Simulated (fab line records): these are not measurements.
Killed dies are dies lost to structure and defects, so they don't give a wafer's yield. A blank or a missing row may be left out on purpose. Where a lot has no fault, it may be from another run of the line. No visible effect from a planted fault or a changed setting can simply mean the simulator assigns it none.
Split-lot trial	flow gf180mcu	5 lots, 23 wafers read, on a route of 602 steps

THE SPLIT ITSELF
At GF_M4_SPUTTER_04 (material TiN, target thk 50 nm, time 41.7 s), the setting time s was moved away from the recipe's 41.7 s on 9 of the 23 wafers read, by +4.3% to +12.5%. For the rest of the wafers, this setting stayed at what the recipe calls for.

The reading comes from the split's own step.

THE READING
TiN_of_M4_SPUTTER_04.thk nm (the simulator's own value, which no gauge read), in nm, at GF_M4_SPUTTER_04 (material TiN, target thk 50 nm, time 41.7 s). The file gives no usual value for it. Here, 14 wafers ran the recipe; their average is 49.64 nm with a standard deviation of 0.42 nm.

wafer	tool, chamber at the split	time s as run, s	against the recipe	TiN_of_M4_SPUTTER_04.thk nm, nm	against lot-mates on the recipe
L075.1	pvd sputter-04, -	41.7	recipe	50.03	-
L075.4	pvd sputter-04, -	41.7	recipe	50.54	-
L075.6	pvd sputter-04, -	41.7	recipe	49.7	-
L077.1	pvd sputter-02, -	46.16	+10.7%	55.32	+5.22
L077.2	pvd sputter-02, -	41.7	recipe	49.96	-
L077.3	pvd sputter-02, -	41.7	recipe	50.24	-
L077.5	pvd sputter-02, -	46.16	+10.7%	54.71	+4.61
L077.6	pvd sputter-02, -	46.16	+10.7%	54.95	+4.85
L078.1	pvd sputter-01, -	43.48	+4.3%	51.63	+2.02
L078.2	pvd sputter-01, -	41.7	recipe	49.56	-
L078.3	pvd sputter-01, -	41.7	recipe	49.66	-
L078.4	pvd sputter-01, -	43.48	+4.3%	51.87	+2.26
L078.6	pvd sputter-01, -	43.48	+4.3%	51.59	+1.98
L079.1	pvd sputter-01, -	41.7	recipe	49.34	-
L079.2	pvd sputter-01, -	41.7	recipe	49.46	-
L079.3	pvd sputter-01, -	41.7	recipe	49.26	-
L079.4	pvd sputter-01, -	41.7	recipe	49.17	-
L079.5	pvd sputter-01, -	41.7	recipe	48.94	-
L083.2	pvd sputter-04, -	46.92	+12.5%	55.58	+6.02
L083.3	pvd sputter-04, -	46.92	+12.5%	55.99	+6.43
L083.4	pvd sputter-04, -	46.92	+12.5%	55.81	+6.25
L083.5	pvd sputter-04, -	41.7	recipe	49.54	-
L083.6	pvd sputter-04, -	41.7	recipe	49.58	-

THE FIT
A straight line over all 23 wafers: TiN_of_M4_SPUTTER_04.thk nm changes by +0.495 nm for each +1% of time s; r = +0.99; the points scatter about the line by 0.36 nm.
The same after taking each lot's own level away (the mean of its wafers on the recipe; 23 wafers): +0.482 nm for each +1%; r = +1.00; scatter 0.24 nm.
The reading moves by 6 nm for the largest change in time s, on that fit.
Across the lots, their own levels run from 49.234 to 50.100 nm, a range of 2.1 times the standard deviation given above.
So the lot-to-lot level changes the slope little: the two slopes agree.
Check: +6.03 nm against its lot-mates is what the line predicts for one of the wafers moved furthest among these (+12.5%) when that wafer is left out of the fit. It came out at +6.02 nm against them.

THE OTHER SPLITS THESE WAFERS WENT THROUGH
Before the reading, these wafers also passed through other splits. Each is held against what the fit with the lots' levels taken away leaves over:
other split on the same wafers	wafers away from the commonest value	r with TiN_of_M4_SPUTTER_04.thk nm (lot level and that fit taken away)
GF_V2_PEB_12 peb time s	7	+0.23
GF_M3_SPUTTER_04 power w	8	+0.03
GF_M3_COAT_09 resist thk nm	6	+0.07
GF_V3_CVD_00 sih4 flow sccm	9	+0.02
GF_V3_PEB_12 peb temp c	9	-0.21
GF_V3_CVD_23 temp c	6	-0.12

FILE'S OWN FIT
TiN_of_M4_SPUTTER_04.thk nm changes by +0.481 nm for each +1% of time s, r = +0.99.
